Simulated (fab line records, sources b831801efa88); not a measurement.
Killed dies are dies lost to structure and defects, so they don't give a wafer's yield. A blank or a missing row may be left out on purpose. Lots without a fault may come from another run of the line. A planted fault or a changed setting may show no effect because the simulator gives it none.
fab line records | flow gf180mcu
record lots=6 wafers=18 last_day=34
route steps=602 shown SALICIDE@286 CONTACT@287
lots that met no fault: from a run of the same line without faults
start_h: hours from the record's first day to the start of the lot's first wafer shown | wait_h: hours since the lot's step before | " the same as in the row above | L1.1+2: a row that stands for several wafers | - no value, or no start given | * or withheld: withheld | < > ~ a bound
route shown NAME@n: a module of which the file shows steps, and the number in the route of the first | usual: mean/standard deviation of fault-free wafers | same: alike in all rows | chamber/n: place in a boat | sites: the reading at each site | _std_site: their standard deviation | _edge_site: outer sites' mean less inner sites' | radius_mm: how far each site lies from the wafer's centre | mask NAME#n: copy n | behind: the tool/chamber that last shaped the wafer | hold: why the lot was held/for how many hours/how that ended | device: the transistor (n, p or np) that didn't switch | end of line: the same wafers' tests at the end of the route | a step without rows: its recipe alone | killed: dies lost to structure and defects at the first sort, not the wafer's yield | map: a wafer's dies, x killed, . not, _ none there
set.NAME: the setting as run; set.NAME@STEP: as run at that earlier step | model.NAME: the simulator's own value behind a step, which no gauge read
lots at some steps of the route; a table a step, a row a wafer
services: from which hour (start_h, from the record's first day; less than 0 if before it) a tool's chamber was out of use, for how many hours, and why
## steps
# step GF_SALICIDE_RTA_08
# recipe temp_c=800 time_s=30 ambient=N2
# usual chamber_o2_ppm=2.006/0.021 lamp_power_pct=16.1/0.96 wafer_temp_C_max=804.7/1
# columns lot.wafer tool chamber start_h wait_h chamber_o2_ppm lamp_power_pct wafer_temp_C_max
L220.2 rtp_anneal-01 0 392.79 0.0 2.014 15.3 804.2
L220.3 " 0 " " 2.028 15.3 804.1
L220.5 " 0 " " 2.042 15.3 805.5
L226.1 rtp_anneal-01 0 442.46 0.0 2.039 15.3 806.6
L226.3 " 0 " " 2.019 15.3 804.3
L226.5 " 0 " " 2.024 15.2 804.2
L230.2 rtp_anneal-02 0 472.81 0.0 2.041 17.2 804.8
L230.4 " 0 " " 2.021 17.2 805.3
L230.6 " 0 " " 2.036 17.2 804.7
L231.2 rtp_anneal-02 0 480.23 0.0 2.000 17.2 804.9
L231.4 " 0 " " 2.013 17.2 804.3
L231.5 " 0 " " 1.985 17.2 803.4
L232.1 rtp_anneal-02 0 491.01 0.0 2.033 17.2 804.1
L232.2 " 0 " " 2.035 17.2 804.3
L232.6 " 0 " " 2.011 17.2 803.3
L238.3 rtp_anneal-02 0 533.39 0.1 2.025 17.2 804.1
L238.5 " 0 " " 1.983 17.2 803.7
L238.6 " 0 " " 2.006 17.2 804.5
# step GF_CONTACT_CVD_00
# recipe material=SiO2 target_thk_nm=300 sigma_open_frac=0.3 temp_c=400 time_s=50 sih4_flow_sccm=60 pressure_mtorr=6
# step GF_CONTACT_THK_MEAS_01
# recipe reads=SiO2_of_CONTACT_CVD_00
# usual CONTACT_CVD_00_THK=302/3.8
# columns lot.wafer tool chamber start_h wait_h CONTACT_CVD_00_THK[nm]
L220.2 film_metro-02 - 392.93 0.0 301
L220.3 " - " " 304
L220.5 " - " " 302
L226.1 film_metro-02 - 442.60 0.0 303
L226.3 " - " " 303
L226.5 " - " " 298
L230.2 film_metro-04 - 472.95 0.0 299
L230.4 " - " " 304
L230.6 " - " " 299
L231.2 film_metro-02 - 480.36 0.0 305
L231.4 " - " " 307
L231.5 " - " " 303
L232.1 film_metro-01 - 491.15 0.0 306
L232.2 " - " " 304
L232.6 " - " " 307
L238.3 film_metro-04 - 533.61 0.0 303
L238.5 " - " " 298
L238.6 " - " " 302
# step GF_CONTACT_CVD_02
# recipe material=SiO2 target_thk_nm=860 precursor=TEOS temp_c=400 time_s=95.992 rf_w=600
# usual heater_power_w=598/94
# columns lot.wafer tool chamber start_h wait_h heater_power_w
L220.2 pecvd-03 0 392.98 0.0 515
L220.3 " 2 " " 748
L220.5 " 1 " " 508
L226.1 pecvd-01 1 442.66 0.1 664
L226.3 " 0 " " 704
L226.5 " 1 " " 709
L230.2 pecvd-02 0 473.00 0.0 716
L230.4 " 2 " " 500
L230.6 " 0 " " 586
L231.2 pecvd-01 1 480.41 0.0 687
L231.4 " 2 " " 483
L231.5 " 0 " " 564
L232.1 pecvd-03 2 491.21 0.1 627
L232.2 " 1 " " 588
L232.6 " 1 " " 512
L238.3 pecvd-02 2 533.65 0.0 394
L238.5 " 2 " " 439
L238.6 " 1 " " 561
# step GF_CONTACT_THK_MEAS_03
# recipe reads=SiO2_of_CONTACT_CVD_02
# usual CONTACT_CVD_02_THK=859/11
# columns lot.wafer tool chamber start_h wait_h CONTACT_CVD_02_THK[nm]
L220.2 film_metro-02 - 393.06 0.0 854
L220.3 " - " " 852
L220.5 " - " " 882
L226.1 film_metro-01 - 442.73 0.0 846
L226.3 " - " " 851
L226.5 " - " " 853
L230.2 film_metro-01 - 473.08 0.0 873
L230.4 " - " " 877
L230.6 " - " " 884
L231.2 film_metro-02 - 480.55 0.1 835
L231.4 " - " " 848
L231.5 " - " " 857
L232.1 film_metro-04 - 491.31 0.1 845
L232.2 " - " " 847
L232.6 " - " " 862
L238.3 film_metro-01 - 533.74 0.1 855
L238.5 " - " " 875
L238.6 " - " " 882
# step GF_CONTACT_CMP_04
# recipe material=SiO2 down_force_psi=4 platen_rpm=60 pad_velocity_m_s=0.94248
# usual motor_current_A=12.4/0.88 time_to_endpoint_s=106/5.9
# columns lot.wafer tool chamber start_h wait_h motor_current_A time_to_endpoint_s
L220.2 cmp-02 1 393.16 0.1 13.6 111
L220.3 " 3 " " 11.8 113
L220.5 " 0 " " 13.3 122
L226.3 cmp-02 0 442.89 0.1 12.9 106
L226.1 " 1 " " 14.1 102
L226.5 " 3 " " 12.1 102
L230.4 cmp-02 1 473.13 0.0 13.8 112
L230.2 " 2 " " 12.0 110
L230.6 " 1 " " 14.0 111
L231.4 cmp-01 2 480.70 0.1 13.3 99
L231.2 " 3 " " 11.5 101
L231.5 " 0 " " 10.3 104
L232.1 cmp-02 3 491.47 0.1 12.4 96
L232.2 " 0 " " 12.5 103
L232.6 " 2 " " 12.7 101
L238.3 cmp-02 1 533.83 0.1 13.1 108
L238.5 " 0 " " 12.7 115
L238.6 " 1 " " 13.0 117
# step GF_CONTACT_BOW_MEAS_05
# recipe mode=bow
# usual CONTACT_BOW=65/7.4
# columns lot.wafer tool chamber start_h wait_h CONTACT_BOW[um]
L220.2 film_metro-04 - 393.43 0.2 66
L220.3 " - " " 69
L220.5 " - " " 59
L226.1 film_metro-02 - 443.09 0.1 70
L226.3 " - " " 59
L226.5 " - " " 68
L230.2 film_metro-01 - 473.45 0.2 61
L230.4 " - " " 78
L230.6 " - " " 66
L231.2 film_metro-02 - 480.92 0.1 57
L231.4 " - " " 63
L231.5 " - " " 62
L232.1 film_metro-01 - 491.67 0.1 60
L232.2 " - " " 70
L232.6 " - " " 66
L238.3 film_metro-04 - 534.12 0.2 64
L238.5 " - " " 66
L238.6 " - " " 58
# step GF_CONTACT_DEHYDRATE_06
# recipe temp_c=200 time_s=60
# step GF_CONTACT_HMDS_07
# recipe prime_time_s=60 prime_temp_c=120
# step GF_CONTACT_COAT_08
# recipe resist=BARC temp_c=withheld time_s=withheld spin_rpm=withheld resist_thk_nm=withheld
# step GF_CONTACT_COAT_09
# recipe resist=KrF spin_rpm=withheld resist_thk_nm=1000
# step GF_CONTACT_SOFTBAKE_10
# recipe temp_c=130 time_s=60 resist=KrF
# step GF_CONTACT_EXPOSE_11
# recipe mask_id=Contact target_cd_nm=220 na=0.68 source_shape=conventional sigma_outer=0.6 dose_mj=38
# usual exposure_dose_mJ_cm2=37.94/0.036 focus_offset_nm=0.1/0.57
# columns lot.wafer tool chamber start_h wait_h mask exposure_dose_mJ_cm2 focus_offset_nm
L220.2 krf_scanner-02 0 405.89 - Contact#0 37.99 0.0
L220.3 " 0 " " Contact#0 37.92 -0.5
L220.5 " 0 " " Contact#0 37.95 -1.3
L226.1 krf_scanner-01 0 455.70 - Contact#0 37.99 -0.4
L226.3 " 0 " " Contact#0 37.96 0.3
L226.5 " 0 " " Contact#0 37.91 -0.2
L230.2 krf_scanner-02 - 485.61 - Contact#0 - -
L230.4 " - " " Contact#0 - -
L230.6 " - " " Contact#0 - -
L231.2 krf_scanner-02 - 493.02 - Contact#0 - -
L231.4 " - " " Contact#0 - -
L231.5 " - " " Contact#0 - -
L232.1 krf_scanner-02 0 503.23 - Contact#0 37.96 0.4
L232.2 " 0 " " Contact#0 37.92 0.3
L232.6 " 0 " " Contact#0 37.94 0.7
L238.3 krf_scanner-02 0 545.81 - Contact#0 37.90 -0.5
L238.5 " 0 " " Contact#0 38.00 -0.7
L238.6 " 0 " " Contact#0 37.93 -0.9
# step GF_CONTACT_PEB_12
# recipe peb_temp_c=135 peb_time_s=90 resist=KrF
## services
# columns tool chamber start_h hours kind
pecvd-02 - 368.88 14.0 pm
pecvd-03 2 369.84 6.5 repair
krf_scanner-02 - 372.94 1.0 pm
krf_scanner-01 - 374.67 0.5 repair
pecvd-03 0 376.28 4.4 repair
cmp-02 - 379.52 5.8 pm
krf_scanner-01 - 393.55 1.7 repair
cmp-02 - 397.28 1.0 repair
cmp-02 - 404.00 4.0 pm
cmp-01 - 407.65 0.9 repair
pecvd-01 0 411.38 5.1 repair
pecvd-01 - 416.37 0.7 repair
krf_scanner-01 - 422.02 1.0 pm
krf_scanner-02 - 438.12 1.3 pm
krf_scanner-02 - 441.47 0.8 pm
pecvd-03 - 445.83 0.4 repair
krf_scanner-02 - 463.32 3.6 pm
krf_scanner-02 - 475.30 3.2 repair
pecvd-03 0 476.00 30.7 repair
pecvd-02 0 491.53 4.3 repair
cmp-02 - 496.59 3.4 repair
pecvd-01 - 517.88 1.0 repair
krf_scanner-02 - 541.94 1.0 pm
cmp-02 - 542.34 1.9 repair
## key
first_sign step=GF_CONTACT_EXPOSE_11 reading=tool_record direction=missing
effect none on later readings
met_at GF_CONTACT_EXPOSE_11
struck_wafers L230.2,L230.4,L230.6,L231.2,L231.4,L231.5
later_rows_left_out L230.2,L230.4,L230.6,L231.2,L231.4,L231.5
sort_left_out L230.2,L230.4,L230.6,L231.2,L231.4,L231.5
tester_left_out L230,L231
onset_between 405.89 485.61
fault kind=skipped_step_whole tool=krf_scanner-02 chamber=- onset_h=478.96 steps=GF_CONTACT_EXPOSE_11 scope=struck_lots_only
# tester_left_out: of these lots the tester's yield and bins aren't shown, on N5 and GAA mostly nor the transistor test; their killed dies are dies lost to structure and defects alone, not to doping, threshold or leakage, so they don't give the yield
# sort_left_out: the simulated sort isn't trusted on such a fault, so these wafers' sort isn't shown, and their yield isn't known
# later_rows_left_out: the simulator's readings of these wafers behind a module that went badly wrong aren't trusted and aren't shown, but for the sort
